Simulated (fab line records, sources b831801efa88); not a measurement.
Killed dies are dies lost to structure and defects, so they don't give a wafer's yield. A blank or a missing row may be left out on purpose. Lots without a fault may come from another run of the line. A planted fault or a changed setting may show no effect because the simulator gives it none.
Tool commonality check | flow gf180mcu | 14 lots, 48 wafers sampled

WHY IT WAS OPENED
At GF_TOP_METAL_OVL_MEAS_15 the reading TOP_METAL_OVL is flagged on 2 of 14 lots. Wafers without a fault read 1.1 nm, standard deviation 1.4.
Rule: a lot is flagged when every wafer of it that has a number lies more than 4 standard deviations from that mean, or none has a number. The other lots count as sound.

lot  | measured     | on         | TOP_METAL_OVL (nm), wafer by wafer | flag
L445 | day 28 09:12 | overlay-02 | -1.0 -1.2 -1.8                     |
L446 | day 28 13:49 | overlay-01 | 2.9 2.3 2.8                        |
L447 | day 28 22:44 | overlay-02 | 1.3 0.4 1.8                        |
L449 | day 29 14:49 | overlay-01 | 0.6 0.7 2.2                        |
L450 | day 29 21:59 | overlay-01 | 2.8 2.2 1.4                        |
L451 | day 30 01:40 | overlay-01 | 2.7 2.3 2.8                        |
L452 | day 30 07:14 | overlay-01 | 1.2 2.1 1.8                        |
L454 | day 31 03:26 | overlay-01 | 0.8 -2.7 -2.2                      |
L455 | day 31 14:34 | overlay-02 | 2.4 1.8 0.0                        |
L456 | day 31 19:14 | overlay-02 | 3.3 1.0 0.7                        |
L457 | day 32 05:21 | overlay-01 | 41.5 41.2 41.4 40.4 40.5 41.0      | FLAGGED
L460 | day 32 20:36 | overlay-01 | -0.6 -1.9 -0.8                     |
L463 | day 33 10:07 | overlay-02 | 43.2 44.0 42.3 42.3 42.8 41.5      | FLAGGED
L468 | day 34 15:10 | overlay-02 | -0.1 1.4 0.2                       |
The numbers of the flagged lots are 41.8 nm on average: +40.7 nm against the usual, or +29 standard deviations.

WHICH TOOL RAN EACH LOT
The record holds 2 process steps before the reading, out of a route of 602 steps. In each cell: the tool, then ch and the chambers that the sampled wafers went through, then the start.
lot  | flag    | GF_TOP_METAL_SPUTTER_04      | GF_TOP_METAL_EXPOSE_11
L445 |         | pvd_sputter-04, day 27 13:28 | iline_stepper-01 ch 0, day 27 23:40
L446 |         | pvd_sputter-04, day 27 17:15 | iline_stepper-01 ch 0, day 28 04:03
L447 |         | pvd_sputter-02, day 28 03:24 | iline_stepper-02 ch 0, day 28 13:24
L449 |         | pvd_sputter-04, day 28 18:46 | iline_stepper-02 ch 0, day 29 04:58
L450 |         | pvd_sputter-01, day 29 03:19 | iline_stepper-02 ch 0, day 29 12:37
L451 |         | pvd_sputter-04, day 29 06:50 | iline_stepper-02 ch 0, day 29 16:30
L452 |         | pvd_sputter-01, day 29 12:44 | iline_stepper-02 ch 0, day 29 22:14
L454 |         | pvd_sputter-02, day 30 09:15 | iline_stepper-01 ch 0, day 30 18:26
L455 |         | pvd_sputter-04, day 30 21:34 | iline_stepper-01 ch 0, day 31 06:04
L456 |         | pvd_sputter-01, day 31 01:43 | iline_stepper-02 ch 0, day 31 10:16
L457 | FLAGGED | pvd_sputter-01, day 31 12:30 | iline_stepper-02 ch 0, day 31 21:00
L460 |         | pvd_sputter-02, day 32 04:07 | iline_stepper-01 ch 0, day 32 12:18
L463 | FLAGGED | pvd_sputter-04, day 32 17:38 | iline_stepper-02 ch 0, day 33 01:58
L468 |         | pvd_sputter-01, day 33 23:47 | iline_stepper-01 ch 0, day 34 07:36
What these steps do:
- GF_TOP_METAL_SPUTTER_04: material TiN, target thk 25 nm, time 20.8 s.
- GF_TOP_METAL_EXPOSE_11: exposes mask MetalTop, target cd 440 nm.
- GF_TOP_METAL_OVL_MEAS_15

FLAGGED OVER TOTAL, TOOL BY TOOL (the gauges that took the reading come last)
step                     | tool             | lots run | flagged | share of the flagged lots | sound lots run after its first flagged lot
GF_TOP_METAL_SPUTTER_04  | pvd_sputter-01   | 5        | 1       | some                      | 1 (L468)
GF_TOP_METAL_SPUTTER_04  | pvd_sputter-02   | 3        | 0       | none                      | -
GF_TOP_METAL_SPUTTER_04  | pvd_sputter-04   | 6        | 1       | some                      | 0
GF_TOP_METAL_EXPOSE_11   | iline_stepper-01 | 6        | 0       | none                      | -
GF_TOP_METAL_EXPOSE_11   | iline_stepper-02 | 8        | 2       | all                       | 0
GF_TOP_METAL_OVL_MEAS_15 | overlay-01       | 8        | 1       | some                      | 1 (L460)
GF_TOP_METAL_OVL_MEAS_15 | overlay-02       | 6        | 1       | some                      | 1 (L468)

WHAT THE TABLE ALLOWS
1 row of the table ran every flagged lot: iline_stepper-02 at GF_TOP_METAL_EXPOSE_11.
- iline_stepper-02 at GF_TOP_METAL_EXPOSE_11: 2 of its 8 lots flagged. Its last sound lot is L456 (day 31 10:16), its first flagged lot L457 (day 31 21:00): a fault that began between those two fits.
One tool is left: iline_stepper-02 at GF_TOP_METAL_EXPOSE_11.

WHAT THE SIMULATOR HAD PUT IN
Scanner matching overlay: iline_stepper-02, from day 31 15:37 on, at GF_TOP_METAL_EXPOSE_11. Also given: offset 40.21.
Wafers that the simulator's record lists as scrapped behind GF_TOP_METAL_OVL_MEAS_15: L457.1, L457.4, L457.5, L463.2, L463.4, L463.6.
Lots struck among those shown: L457, L463. The rule above found the same.
